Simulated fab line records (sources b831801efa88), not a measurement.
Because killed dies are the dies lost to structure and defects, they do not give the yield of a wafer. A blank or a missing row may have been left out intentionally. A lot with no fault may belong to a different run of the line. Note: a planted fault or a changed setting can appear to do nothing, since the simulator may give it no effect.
fab line records / flow sky130
record lots=15 wafers=45 lastDay=50
route steps=708 shown CONTACT@411 METAL1@437
lots that met no fault: from a run of the same line without faults
startH: start of the lot's first displayed wafer, in hours after the record's first day / waitH: hours elapsed since this lot's preceding step / " the same as in the row above / L1.1+2: a single row standing in for several wafers / - value missing, or start not given / * or withheld: withheld / < > ~ a bound
route shown NAME@n: names a module that has steps shown in the file, with the first one's number in the route / usual: mean/standard deviation of fault-free wafers / same: alike in all rows / chamber/n: place in a boat / sites: readings site by site / _std_site: the values' standard deviation / _edge_site: the outer-site mean with the inner-site mean subtracted / radiusMm: how far each site lies from the wafer's centre / mask NAME#n: copy n / behind: the most recent tool/chamber to have shaped the wafer / hold: the reason the lot was held/the length of the hold in hours/how it ended / device: the n, p or np transistor that did not switch / end of line: tests of these same wafers at the route's end / a step given without rows: its recipe and nothing more / killed: dies that structure and defects cost at the first sort, which is not the same as the wafer's yield / map: dies across one wafer; x = killed, . = not, _ = none there
set.NAME: setting as actually run; set.NAME@STEP: the setting as run at that earlier step / model.NAME: the simulator's own value behind a step, which no gauge read
steps of the route over a sample of lots; a table a step, a row a wafer
services: from which hour (startH, from the record's first day; less than 0 if before it) a tool's chamber was out of use, for how many hours, and why
## steps
# step SKY_CONTACT_BOW_MEAS_05
# recipe mode=bow
# usual CONTACT_BOW=80/7.2
lot.wafer=L673.2 tool=filmMetro-03 chamber=- startH=714.40 waitH=0.3 CONTACT_BOW[um]=72
lot.wafer=L673.3 tool=filmMetro-03 chamber=- startH=714.40 waitH=0.3 CONTACT_BOW[um]=80
lot.wafer=L673.4 tool=filmMetro-03 chamber=- startH=714.40 waitH=0.3 CONTACT_BOW[um]=78
lot.wafer=L674.2 tool=filmMetro-01 chamber=- startH=721.40 waitH=0.2 CONTACT_BOW[um]=81
lot.wafer=L674.4 tool=filmMetro-01 chamber=- startH=721.40 waitH=0.2 CONTACT_BOW[um]=79
lot.wafer=L674.5 tool=filmMetro-01 chamber=- startH=721.40 waitH=0.2 CONTACT_BOW[um]=78
lot.wafer=L676.2 tool=filmMetro-01 chamber=- startH=740.91 waitH=0.1 CONTACT_BOW[um]=76
lot.wafer=L676.3 tool=filmMetro-01 chamber=- startH=740.91 waitH=0.1 CONTACT_BOW[um]=72
lot.wafer=L676.4 tool=filmMetro-01 chamber=- startH=740.91 waitH=0.1 CONTACT_BOW[um]=94
lot.wafer=L680.1 tool=filmMetro-04 chamber=- startH=766.92 waitH=0.2 CONTACT_BOW[um]=83
lot.wafer=L680.3 tool=filmMetro-04 chamber=- startH=766.92 waitH=0.2 CONTACT_BOW[um]=90
lot.wafer=L680.4 tool=filmMetro-04 chamber=- startH=766.92 waitH=0.2 CONTACT_BOW[um]=83
lot.wafer=L679.2 tool=filmMetro-03 chamber=- startH=767.63 waitH=0.2 CONTACT_BOW[um]=75
lot.wafer=L679.4 tool=filmMetro-03 chamber=- startH=767.63 waitH=0.2 CONTACT_BOW[um]=83
lot.wafer=L679.6 tool=filmMetro-03 chamber=- startH=767.63 waitH=0.2 CONTACT_BOW[um]=72
lot.wafer=L681.1 tool=filmMetro-04 chamber=- startH=782.28 waitH=0.1 CONTACT_BOW[um]=86
lot.wafer=L681.3 tool=filmMetro-04 chamber=- startH=782.28 waitH=0.1 CONTACT_BOW[um]=82
lot.wafer=L681.4 tool=filmMetro-04 chamber=- startH=782.28 waitH=0.1 CONTACT_BOW[um]=84
lot.wafer=L682.1 tool=filmMetro-01 chamber=- startH=787.44 waitH=0.2 CONTACT_BOW[um]=79
lot.wafer=L682.2 tool=filmMetro-01 chamber=- startH=787.44 waitH=0.2 CONTACT_BOW[um]=85
lot.wafer=L682.5 tool=filmMetro-01 chamber=- startH=787.44 waitH=0.2 CONTACT_BOW[um]=74
lot.wafer=L683.1 tool=filmMetro-03 chamber=- startH=790.12 waitH=0.1 CONTACT_BOW[um]=86
lot.wafer=L683.3 tool=filmMetro-03 chamber=- startH=790.12 waitH=0.1 CONTACT_BOW[um]=84
lot.wafer=L683.6 tool=filmMetro-03 chamber=- startH=790.12 waitH=0.1 CONTACT_BOW[um]=78
lot.wafer=L684.3 tool=filmMetro-01 chamber=- startH=806.02 waitH=0.3 CONTACT_BOW[um]=88
lot.wafer=L684.5 tool=filmMetro-01 chamber=- startH=806.02 waitH=0.3 CONTACT_BOW[um]=89
lot.wafer=L684.6 tool=filmMetro-01 chamber=- startH=806.02 waitH=0.3 CONTACT_BOW[um]=95
lot.wafer=L688.1 tool=filmMetro-03 chamber=- startH=826.82 waitH=0.2 CONTACT_BOW[um]=77
lot.wafer=L688.2 tool=filmMetro-03 chamber=- startH=826.82 waitH=0.2 CONTACT_BOW[um]=85
lot.wafer=L688.5 tool=filmMetro-03 chamber=- startH=826.82 waitH=0.2 CONTACT_BOW[um]=84
lot.wafer=L689.1 tool=filmMetro-04 chamber=- startH=835.78 waitH=0.1 CONTACT_BOW[um]=73
lot.wafer=L689.3 tool=filmMetro-04 chamber=- startH=835.78 waitH=0.1 CONTACT_BOW[um]=79
lot.wafer=L689.6 tool=filmMetro-04 chamber=- startH=835.78 waitH=0.1 CONTACT_BOW[um]=72
lot.wafer=L691.1 tool=filmMetro-04 chamber=- startH=855.27 waitH=0.2 CONTACT_BOW[um]=88
lot.wafer=L691.4 tool=filmMetro-04 chamber=- startH=855.27 waitH=0.2 CONTACT_BOW[um]=81
lot.wafer=L691.6 tool=filmMetro-04 chamber=- startH=855.27 waitH=0.2 CONTACT_BOW[um]=73
lot.wafer=L692.2 tool=filmMetro-04 chamber=- startH=856.92 waitH=0.2 CONTACT_BOW[um]=84
lot.wafer=L692.4 tool=filmMetro-04 chamber=- startH=856.92 waitH=0.2 CONTACT_BOW[um]=74
lot.wafer=L692.5 tool=filmMetro-04 chamber=- startH=856.92 waitH=0.2 CONTACT_BOW[um]=79
lot.wafer=L694.2 tool=filmMetro-03 chamber=- startH=872.33 waitH=0.3 CONTACT_BOW[um]=67
lot.wafer=L694.4 tool=filmMetro-03 chamber=- startH=872.33 waitH=0.3 CONTACT_BOW[um]=77
lot.wafer=L694.5 tool=filmMetro-03 chamber=- startH=872.33 waitH=0.3 CONTACT_BOW[um]=58
lot.wafer=L695.3 tool=filmMetro-01 chamber=- startH=876.33 waitH=0.2 CONTACT_BOW[um]=82
lot.wafer=L695.4 tool=filmMetro-01 chamber=- startH=876.33 waitH=0.2 CONTACT_BOW[um]=82
lot.wafer=L695.5 tool=filmMetro-01 chamber=- startH=876.33 waitH=0.2 CONTACT_BOW[um]=87
# step SKY_CONTACT_THK_MEAS_26
# recipe thkMeasGauge=xrf reads=W_of_CONTACT_CVD_24
# usual CONTACT_W_THK=355/6.6
lot.wafer=L673.2 tool=filmMetro-03 chamber=- startH=742.80 waitH=0.1 CONTACT_W_THK[nm]=360
lot.wafer=L673.3 tool=filmMetro-03 chamber=- startH=742.80 waitH=0.1 CONTACT_W_THK[nm]=360
lot.wafer=L673.4 tool=filmMetro-03 chamber=- startH=742.80 waitH=0.1 CONTACT_W_THK[nm]=363
lot.wafer=L674.2 tool=filmMetro-03 chamber=- startH=749.79 waitH=0.1 CONTACT_W_THK[nm]=366
lot.wafer=L674.4 tool=filmMetro-03 chamber=- startH=749.79 waitH=0.1 CONTACT_W_THK[nm]=357
lot.wafer=L674.5 tool=filmMetro-03 chamber=- startH=749.79 waitH=0.1 CONTACT_W_THK[nm]=361
lot.wafer=L676.2 tool=filmMetro-04 chamber=- startH=770.02 waitH=0.1 CONTACT_W_THK[nm]=361
lot.wafer=L676.3 tool=filmMetro-04 chamber=- startH=770.02 waitH=0.1 CONTACT_W_THK[nm]=361
lot.wafer=L676.4 tool=filmMetro-04 chamber=- startH=770.02 waitH=0.1 CONTACT_W_THK[nm]=355
lot.wafer=L680.1 tool=filmMetro-01 chamber=- startH=794.93 waitH=0.1 CONTACT_W_THK[nm]=358
lot.wafer=L680.3 tool=filmMetro-01 chamber=- startH=794.93 waitH=0.1 CONTACT_W_THK[nm]=359
lot.wafer=L680.4 tool=filmMetro-01 chamber=- startH=794.93 waitH=0.1 CONTACT_W_THK[nm]=360
lot.wafer=L679.2 tool=filmMetro-04 chamber=- startH=795.47 waitH=0.1 CONTACT_W_THK[nm]=345
lot.wafer=L679.4 tool=filmMetro-04 chamber=- startH=795.47 waitH=0.1 CONTACT_W_THK[nm]=343
lot.wafer=L679.6 tool=filmMetro-04 chamber=- startH=795.47 waitH=0.1 CONTACT_W_THK[nm]=342
lot.wafer=L681.1 tool=filmMetro-03 chamber=- startH=810.25 waitH=0.1 CONTACT_W_THK[nm]=359
lot.wafer=L681.3 tool=filmMetro-03 chamber=- startH=810.25 waitH=0.1 CONTACT_W_THK[nm]=355
lot.wafer=L681.4 tool=filmMetro-03 chamber=- startH=810.25 waitH=0.1 CONTACT_W_THK[nm]=355
lot.wafer=L682.1 tool=filmMetro-03 chamber=- startH=815.53 waitH=0.1 CONTACT_W_THK[nm]=358
lot.wafer=L682.2 tool=filmMetro-03 chamber=- startH=815.53 waitH=0.1 CONTACT_W_THK[nm]=363
lot.wafer=L682.5 tool=filmMetro-03 chamber=- startH=815.53 waitH=0.1 CONTACT_W_THK[nm]=355
lot.wafer=L683.1 tool=filmMetro-04 chamber=- startH=818.01 waitH=0.1 CONTACT_W_THK[nm]=357
lot.wafer=L683.3 tool=filmMetro-04 chamber=- startH=818.01 waitH=0.1 CONTACT_W_THK[nm]=350
lot.wafer=L683.6 tool=filmMetro-04 chamber=- startH=818.01 waitH=0.1 CONTACT_W_THK[nm]=361
lot.wafer=L684.3 tool=filmMetro-01 chamber=- startH=833.95 waitH=0.1 CONTACT_W_THK[nm]=348
lot.wafer=L684.5 tool=filmMetro-01 chamber=- startH=833.95 waitH=0.1 CONTACT_W_THK[nm]=351
lot.wafer=L684.6 tool=filmMetro-01 chamber=- startH=833.95 waitH=0.1 CONTACT_W_THK[nm]=350
lot.wafer=L688.1 tool=filmMetro-04 chamber=- startH=854.16 waitH=0.1 CONTACT_W_THK[nm]=344
lot.wafer=L688.2 tool=filmMetro-04 chamber=- startH=854.16 waitH=0.1 CONTACT_W_THK[nm]=346
lot.wafer=L688.5 tool=filmMetro-04 chamber=- startH=854.16 waitH=0.1 CONTACT_W_THK[nm]=346
lot.wafer=L689.1 tool=filmMetro-03 chamber=- startH=863.18 waitH=0.1 CONTACT_W_THK[nm]=368
lot.wafer=L689.3 tool=filmMetro-03 chamber=- startH=863.18 waitH=0.1 CONTACT_W_THK[nm]=364
lot.wafer=L689.6 tool=filmMetro-03 chamber=- startH=863.18 waitH=0.1 CONTACT_W_THK[nm]=362
lot.wafer=L691.1 tool=filmMetro-03 chamber=- startH=883.06 waitH=0.1 CONTACT_W_THK[nm]=365
lot.wafer=L691.4 tool=filmMetro-03 chamber=- startH=883.06 waitH=0.1 CONTACT_W_THK[nm]=358
lot.wafer=L691.6 tool=filmMetro-03 chamber=- startH=883.06 waitH=0.1 CONTACT_W_THK[nm]=366
lot.wafer=L692.2 tool=filmMetro-01 chamber=- startH=883.77 waitH=0.1 CONTACT_W_THK[nm]=346
lot.wafer=L692.4 tool=filmMetro-01 chamber=- startH=883.77 waitH=0.1 CONTACT_W_THK[nm]=345
lot.wafer=L692.5 tool=filmMetro-01 chamber=- startH=883.77 waitH=0.1 CONTACT_W_THK[nm]=357
lot.wafer=L694.2 tool=filmMetro-04 chamber=- startH=899.25 waitH=0.1 CONTACT_W_THK[nm]=348
lot.wafer=L694.4 tool=filmMetro-04 chamber=- startH=899.25 waitH=0.1 CONTACT_W_THK[nm]=349
lot.wafer=L694.5 tool=filmMetro-04 chamber=- startH=899.25 waitH=0.1 CONTACT_W_THK[nm]=342
lot.wafer=L695.3 tool=filmMetro-03 chamber=- startH=903.41 waitH=0.1 CONTACT_W_THK[nm]=346
lot.wafer=L695.4 tool=filmMetro-03 chamber=- startH=903.41 waitH=0.1 CONTACT_W_THK[nm]=359
lot.wafer=L695.5 tool=filmMetro-03 chamber=- startH=903.41 waitH=0.1 CONTACT_W_THK[nm]=351
# step SKY_METAL1_SPUTTER_03
# recipe material=Ti targetThkNm=5 powerW=3000 timeS=3.3 chamberPressurePa=0.4
# usual cathodeDcPowerW=3000.0/0.54 chamberPressurePa=0.4000/0.00078 throttleValvePct=29.9/1.1
lot.wafer=L673.2 tool=pvdSputter-03 chamber=- startH=743.22 waitH=0.0 cathodeDcPowerW=3000.7 chamberPressurePa=0.4000 throttleValvePct=28.7
lot.wafer=L673.3 tool=pvdSputter-03 chamber=- startH=743.22 waitH=0.0 cathodeDcPowerW=2999.7 chamberPressurePa=0.3993 throttleValvePct=30.0
lot.wafer=L673.4 tool=pvdSputter-03 chamber=- startH=743.22 waitH=0.0 cathodeDcPowerW=2999.1 chamberPressurePa=0.4020 throttleValvePct=30.6
lot.wafer=L674.2 tool=pvdSputter-01 chamber=- startH=750.22 waitH=0.0 cathodeDcPowerW=2999.3 chamberPressurePa=0.4003 throttleValvePct=30.1
lot.wafer=L674.4 tool=pvdSputter-01 chamber=- startH=750.22 waitH=0.0 cathodeDcPowerW=3001.0 chamberPressurePa=0.3992 throttleValvePct=27.3
lot.wafer=L674.5 tool=pvdSputter-01 chamber=- startH=750.22 waitH=0.0 cathodeDcPowerW=3000.1 chamberPressurePa=0.3995 throttleValvePct=27.7
lot.wafer=L676.2 tool=pvdSputter-03 chamber=- startH=770.45 waitH=0.0 cathodeDcPowerW=2999.9 chamberPressurePa=0.4001 throttleValvePct=30.2
lot.wafer=L676.3 tool=pvdSputter-03 chamber=- startH=770.45 waitH=0.0 cathodeDcPowerW=3000.9 chamberPressurePa=0.4005 throttleValvePct=28.7
lot.wafer=L676.4 tool=pvdSputter-03 chamber=- startH=770.45 waitH=0.0 cathodeDcPowerW=2999.2 chamberPressurePa=0.4008 throttleValvePct=30.3
lot.wafer=L680.1 tool=pvdSputter-01 chamber=- startH=795.36 waitH=0.0 cathodeDcPowerW=3000.4 chamberPressurePa=0.4005 throttleValvePct=31.6
lot.wafer=L680.3 tool=pvdSputter-01 chamber=- startH=795.36 waitH=0.0 cathodeDcPowerW=3000.4 chamberPressurePa=0.3991 throttleValvePct=27.4
lot.wafer=L680.4 tool=pvdSputter-01 chamber=- startH=795.36 waitH=0.0 cathodeDcPowerW=3000.5 chamberPressurePa=0.3999 throttleValvePct=31.2
lot.wafer=L679.2 tool=pvdSputter-02 chamber=- startH=795.89 waitH=0.0 cathodeDcPowerW=3000.0 chamberPressurePa=0.4001 throttleValvePct=31.2
lot.wafer=L679.4 tool=pvdSputter-02 chamber=- startH=795.89 waitH=0.0 cathodeDcPowerW=2999.6 chamberPressurePa=0.3987 throttleValvePct=30.6
lot.wafer=L679.6 tool=pvdSputter-02 chamber=- startH=795.89 waitH=0.0 cathodeDcPowerW=3000.4 chamberPressurePa=0.4001 throttleValvePct=31.2
lot.wafer=L681.1 tool=pvdSputter-01 chamber=- startH=810.68 waitH=0.0 cathodeDcPowerW=2999.8 chamberPressurePa=0.4004 throttleValvePct=27.4
lot.wafer=L681.3 tool=pvdSputter-01 chamber=- startH=810.68 waitH=0.0 cathodeDcPowerW=2999.3 chamberPressurePa=0.4005 throttleValvePct=31.6
lot.wafer=L681.4 tool=pvdSputter-01 chamber=- startH=810.68 waitH=0.0 cathodeDcPowerW=2999.1 chamberPressurePa=0.4003 throttleValvePct=31.2
lot.wafer=L682.1 tool=pvdSputter-03 chamber=- startH=815.96 waitH=0.0 cathodeDcPowerW=- chamberPressurePa=- throttleValvePct=-
lot.wafer=L682.2 tool=pvdSputter-03 chamber=- startH=815.96 waitH=0.0 cathodeDcPowerW=- chamberPressurePa=- throttleValvePct=-
lot.wafer=L682.5 tool=pvdSputter-03 chamber=- startH=815.96 waitH=0.0 cathodeDcPowerW=- chamberPressurePa=- throttleValvePct=-
lot.wafer=L683.1 tool=pvdSputter-03 chamber=- startH=818.44 waitH=0.0 cathodeDcPowerW=- chamberPressurePa=- throttleValvePct=-
lot.wafer=L683.3 tool=pvdSputter-03 chamber=- startH=818.44 waitH=0.0 cathodeDcPowerW=- chamberPressurePa=- throttleValvePct=-
lot.wafer=L683.6 tool=pvdSputter-03 chamber=- startH=818.44 waitH=0.0 cathodeDcPowerW=- chamberPressurePa=- throttleValvePct=-
lot.wafer=L684.3 tool=pvdSputter-01 chamber=- startH=834.37 waitH=0.0 cathodeDcPowerW=- chamberPressurePa=- throttleValvePct=-
lot.wafer=L684.5 tool=pvdSputter-01 chamber=- startH=834.37 waitH=0.0 cathodeDcPowerW=- chamberPressurePa=- throttleValvePct=-
lot.wafer=L684.6 tool=pvdSputter-01 chamber=- startH=834.37 waitH=0.0 cathodeDcPowerW=- chamberPressurePa=- throttleValvePct=-
lot.wafer=L688.1 tool=pvdSputter-01 chamber=- startH=854.59 waitH=0.0 cathodeDcPowerW=3000.0 chamberPressurePa=0.4010 throttleValvePct=27.4
lot.wafer=L688.2 tool=pvdSputter-01 chamber=- startH=854.59 waitH=0.0 cathodeDcPowerW=3000.1 chamberPressurePa=0.3999 throttleValvePct=31.4
lot.wafer=L688.5 tool=pvdSputter-01 chamber=- startH=854.59 waitH=0.0 cathodeDcPowerW=2999.2 chamberPressurePa=0.4008 throttleValvePct=31.2
lot.wafer=L689.1 tool=pvdSputter-03 chamber=- startH=863.62 waitH=0.0 cathodeDcPowerW=2999.3 chamberPressurePa=0.4009 throttleValvePct=28.8
lot.wafer=L689.3 tool=pvdSputter-03 chamber=- startH=863.62 waitH=0.0 cathodeDcPowerW=2999.6 chamberPressurePa=0.4012 throttleValvePct=30.6
lot.wafer=L689.6 tool=pvdSputter-03 chamber=- startH=863.62 waitH=0.0 cathodeDcPowerW=2999.7 chamberPressurePa=0.3999 throttleValvePct=30.0
lot.wafer=L691.1 tool=pvdSputter-03 chamber=- startH=883.49 waitH=0.0 cathodeDcPowerW=2999.7 chamberPressurePa=0.3989 throttleValvePct=30.3
lot.wafer=L691.4 tool=pvdSputter-03 chamber=- startH=883.49 waitH=0.0 cathodeDcPowerW=3000.2 chamberPressurePa=0.4017 throttleValvePct=30.2
lot.wafer=L691.6 tool=pvdSputter-03 chamber=- startH=883.49 waitH=0.0 cathodeDcPowerW=3000.4 chamberPressurePa=0.4025 throttleValvePct=30.1
lot.wafer=L692.2 tool=pvdSputter-02 chamber=- startH=884.20 waitH=0.0 cathodeDcPowerW=3000.4 chamberPressurePa=0.3999 throttleValvePct=29.8
lot.wafer=L692.4 tool=pvdSputter-02 chamber=- startH=884.20 waitH=0.0 cathodeDcPowerW=2999.6 chamberPressurePa=0.4003 throttleValvePct=30.2
lot.wafer=L692.5 tool=pvdSputter-02 chamber=- startH=884.20 waitH=0.0 cathodeDcPowerW=3000.0 chamberPressurePa=0.3997 throttleValvePct=28.8
lot.wafer=L694.2 tool=pvdSputter-01 chamber=- startH=899.67 waitH=0.0 cathodeDcPowerW=2999.1 chamberPressurePa=0.4003 throttleValvePct=30.0
lot.wafer=L694.4 tool=pvdSputter-01 chamber=- startH=899.67 waitH=0.0 cathodeDcPowerW=3000.2 chamberPressurePa=0.4006 throttleValvePct=31.3
lot.wafer=L694.5 tool=pvdSputter-01 chamber=- startH=899.67 waitH=0.0 cathodeDcPowerW=3000.5 chamberPressurePa=0.3990 throttleValvePct=30.2
lot.wafer=L695.3 tool=pvdSputter-03 chamber=- startH=903.82 waitH=0.0 cathodeDcPowerW=3000.4 chamberPressurePa=0.3998 throttleValvePct=30.4
lot.wafer=L695.4 tool=pvdSputter-03 chamber=- startH=903.82 waitH=0.0 cathodeDcPowerW=2999.9 chamberPressurePa=0.3993 throttleValvePct=28.7
lot.wafer=L695.5 tool=pvdSputter-03 chamber=- startH=903.82 waitH=0.0 cathodeDcPowerW=3000.2 chamberPressurePa=0.3990 throttleValvePct=30.3
# step SKY_METAL1_CD_MEAS_15
# recipe targetCdNm=140
# usual cdNm=140.8/1.4
lot.wafer=L673.2 tool=cdSem-02 chamber=- startH=771.29 waitH=- cdNm=138.6
lot.wafer=L673.3 tool=cdSem-02 chamber=- startH=771.29 waitH=- cdNm=138.9
lot.wafer=L673.4 tool=cdSem-02 chamber=- startH=771.29 waitH=- cdNm=137.6
lot.wafer=L674.2 tool=cdSem-02 chamber=- startH=777.73 waitH=- cdNm=141.6
lot.wafer=L674.4 tool=cdSem-02 chamber=- startH=777.73 waitH=- cdNm=139.5
lot.wafer=L674.5 tool=cdSem-02 chamber=- startH=777.73 waitH=- cdNm=142.2
lot.wafer=L676.2 tool=cdSem-02 chamber=- startH=797.12 waitH=- cdNm=139.3
lot.wafer=L676.3 tool=cdSem-02 chamber=- startH=797.12 waitH=- cdNm=138.7
lot.wafer=L676.4 tool=cdSem-02 chamber=- startH=797.12 waitH=- cdNm=140.9
lot.wafer=L680.1 tool=cdSem-02 chamber=- startH=821.71 waitH=- cdNm=139.4
lot.wafer=L680.3 tool=cdSem-02 chamber=- startH=821.71 waitH=- cdNm=139.9
lot.wafer=L680.4 tool=cdSem-02 chamber=- startH=821.71 waitH=- cdNm=142.1
lot.wafer=L679.2 tool=cdSem-02 chamber=- startH=822.83 waitH=- cdNm=144.3
lot.wafer=L679.4 tool=cdSem-02 chamber=- startH=822.83 waitH=- cdNm=143.0
lot.wafer=L679.6 tool=cdSem-02 chamber=- startH=822.83 waitH=- cdNm=142.6
lot.wafer=L681.1 tool=cdSem-02 chamber=- startH=836.66 waitH=- cdNm=141.4
lot.wafer=L681.3 tool=cdSem-02 chamber=- startH=836.66 waitH=- cdNm=143.5
lot.wafer=L681.4 tool=cdSem-02 chamber=- startH=836.66 waitH=- cdNm=142.1
lot.wafer=L682.1 tool=cdSem-02 chamber=- startH=841.86 waitH=- cdNm=141.2
lot.wafer=L682.2 tool=cdSem-02 chamber=- startH=841.86 waitH=- cdNm=140.2
lot.wafer=L682.5 tool=cdSem-02 chamber=- startH=841.86 waitH=- cdNm=141.6
lot.wafer=L683.1 tool=cdSem-02 chamber=- startH=845.36 waitH=- cdNm=140.9
lot.wafer=L683.3 tool=cdSem-02 chamber=- startH=845.36 waitH=- cdNm=140.8
lot.wafer=L683.6 tool=cdSem-02 chamber=- startH=845.36 waitH=- cdNm=139.6
lot.wafer=L684.3 tool=cdSem-02 chamber=- startH=860.02 waitH=- cdNm=140.9
lot.wafer=L684.5 tool=cdSem-02 chamber=- startH=860.02 waitH=- cdNm=142.0
lot.wafer=L684.6 tool=cdSem-02 chamber=- startH=860.02 waitH=- cdNm=141.4
lot.wafer=L688.1 tool=cdSem-02 chamber=- startH=880.91 waitH=- cdNm=138.6
lot.wafer=L688.2 tool=cdSem-02 chamber=- startH=880.91 waitH=- cdNm=139.7
lot.wafer=L688.5 tool=cdSem-02 chamber=- startH=880.91 waitH=- cdNm=140.6
lot.wafer=L689.1 tool=cdSem-01 chamber=- startH=889.41 waitH=- cdNm=140.7
lot.wafer=L689.3 tool=cdSem-01 chamber=- startH=889.41 waitH=- cdNm=139.5
lot.wafer=L689.6 tool=cdSem-01 chamber=- startH=889.41 waitH=- cdNm=139.3
lot.wafer=L691.1 tool=cdSem-02 chamber=- startH=909.38 waitH=- cdNm=140.1
lot.wafer=L691.4 tool=cdSem-02 chamber=- startH=909.38 waitH=- cdNm=139.9
lot.wafer=L691.6 tool=cdSem-02 chamber=- startH=909.38 waitH=- cdNm=140.5
lot.wafer=L692.2 tool=cdSem-02 chamber=- startH=909.90 waitH=- cdNm=142.2
lot.wafer=L692.4 tool=cdSem-02 chamber=- startH=909.90 waitH=- cdNm=142.9
lot.wafer=L692.5 tool=cdSem-02 chamber=- startH=909.90 waitH=- cdNm=142.6
lot.wafer=L694.2 tool=cdSem-01 chamber=- startH=924.48 waitH=- cdNm=142.4
lot.wafer=L694.4 tool=cdSem-01 chamber=- startH=924.48 waitH=- cdNm=139.4
lot.wafer=L694.5 tool=cdSem-01 chamber=- startH=924.48 waitH=- cdNm=141.3
lot.wafer=L695.3 tool=cdSem-01 chamber=- startH=929.02 waitH=- cdNm=140.5
lot.wafer=L695.4 tool=cdSem-01 chamber=- startH=929.02 waitH=- cdNm=139.7
lot.wafer=L695.5 tool=cdSem-01 chamber=- startH=929.02 waitH=- cdNm=139.6
## services
tool=pvdSputter-01 chamber=- startH=733.17 hours=7.0 kind=repair
tool=pvdSputter-01 chamber=- startH=811.31 hours=12.5 kind=repair
tool=pvdSputter-03 chamber=- startH=833.22 hours=2.7 kind=repair
tool=pvdSputter-03 chamber=- startH=865.72 hours=6.2 kind=repair
tool=pvdSputter-01 chamber=- startH=878.44 hours=4.8 kind=repair
## key
firstSign step=SKY_METAL1_SPUTTER_03 reading=toolRecord direction=missing
effect none on later readings
metAt SKY_METAL1_SPUTTER_03
struckLots L682,L683,L684
laterRowsLeftOut L682.1,L682.2,L682.5,L683.1,L683.3,L683.6,L684.3,L684.5,L684.6
sortLeftOut L682.1,L682.2,L682.5,L683.1,L683.3,L683.6,L684.3,L684.5,L684.6
notActingAt SKY_CONTACT_BOW_MEAS_05,SKY_CONTACT_THK_MEAS_26,SKY_METAL1_CD_MEAS_15
onsetBetween 810.68 815.96
fault kind=skippedStepWhole tool=pvdSputter-01,pvdSputter-03 chamber=- onsetH=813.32 steps=SKY_METAL1_SPUTTER_03 scope=struckLotsOnly
# sortLeftOut: the simulated sort isn't trusted on such a fault, so these wafers' sort isn't shown, and their yield isn't known
# laterRowsLeftOut: the simulator's readings of these wafers behind a module that went badly wrong aren't trusted and aren't shown, but for the sort
